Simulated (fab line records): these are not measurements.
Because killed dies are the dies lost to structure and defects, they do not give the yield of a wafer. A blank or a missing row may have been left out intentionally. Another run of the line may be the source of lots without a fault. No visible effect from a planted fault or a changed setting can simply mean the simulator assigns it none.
2 desks, one fault :: flow gf180mcu :: each desk has only its own numbers; what lay behind them comes last

THE METROLOGY DESK
Lot by lot, what the gauges showed, no matter which tool ran the lot: averages of those sampled wafers that carry a number. If a lot's mean is further than 4 standard deviations from the usual mean, the lot is out of limits and carries the mark OUT (the distance appears in the brackets).
Columns: A = NSD_TW at GF_NSD_TW_MEAS_12, usual 4235; B = cd_nm at GF_M1_CD_MEAS_14, usual 229.9 nm
lot: L992
first seen here: day 12 23:49
A: 4211
B: 230.1

lot: L995
first seen here: day 14 15:14
A: 4244
B: 228.7

lot: L997
first seen here: day 15 03:48
A: 4245
B: 230.8

lot: L101
first seen here: day 16 15:30
A: 4230
B: 228.0

lot: L100
first seen here: day 16 15:55
A: 4240
B: 229.5

lot: L102
first seen here: day 16 17:52
A: 4261
B: 230.1

lot: L103
first seen here: day 17 04:54
A: 4197
B: 232.0

lot: L105
first seen here: day 18 04:00
A: 4247
B: 229.5

lot: L107
first seen here: day 18 17:43
A: 4226
B: 230.9

lot: L108
first seen here: day 18 18:23
A: 4228
B: 228.5

lot: L113
first seen here: day 20 19:30
A: 4230
B: 232.1
This desk found nothing out of limits on any of the 11 lots.

AT THE TOOL OWNER'S DESK: plasma_asher-01
The tool's own readings at GF_DNWELL_STRIP_08 (strips in O2/N2): means of the sampled wafers that have a number, for each lot that ran on this tool. If a lot's mean is further than 4 standard deviations from the usual mean, the lot is out of limits and carries the mark OUT (the distance appears in the brackets).
Columns: A = drypump_motor_current_A at GF_DNWELL_STRIP_08, usual 5.8 A; B = heater_power_w at GF_DNWELL_STRIP_08, usual 334 W; C = n2_flow_sccm at GF_DNWELL_STRIP_08, usual 300.1 sccm; D = oes_product_au at GF_DNWELL_STRIP_08, usual 0.722 a.u.; E = strip_time_to_endpoint_s at GF_DNWELL_STRIP_08, usual 36.93 s
lot: L992
first seen here: day 2 19:00
A: 5.7
B: 348
C: 300.5
D: 0.724
E: 36.91

lot: L997
first seen here: day 4 00:42
A: 5.7
B: 351
C: 298.8
D: 0.724
E: 36.99

lot: L100
first seen here: day 4 18:09
A: 5.7
B: 348
C: 300.0
D: 0.724
E: 36.70

lot: L102
first seen here: day 4 23:59
A: 5.9
B: 321
C: 299.6
D: 0.719
E: 36.83

lot: L105
first seen here: day 5 20:20
A: 5.9
B: 316
C: 300.0
D: 0.724
E: 37.08

lot: L107
first seen here: day 6 03:28
A: 5.7
B: 350
C: 300.5
D: 0.968 (+55) OUT
E: -
This desk's finding: out of limits on L107; first on L107, day 6 03:28 (oes_product_au at GF_DNWELL_STRIP_08). In limits: L992, L997, L100, L102, L105.

BROUGHT TOGETHER
An alarm could have come from the tool owner's desk at day 6 03:28, on L107.
The metrology desk saw nothing out of limits.
The metrology desk has L107 on record, within its limits.
Every lot named ran GF_DNWELL_STRIP_08 on plasma_asher-01.

WHAT THE SIMULATOR HAD PUT IN
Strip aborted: plasma_asher-01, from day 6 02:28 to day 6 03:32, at GF_DNWELL_STRIP_08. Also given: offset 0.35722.
Lots struck among those shown: L107.
Delay in hours, fault start to first out-of-limits reading, by desk: the tool owner's desk at 1.
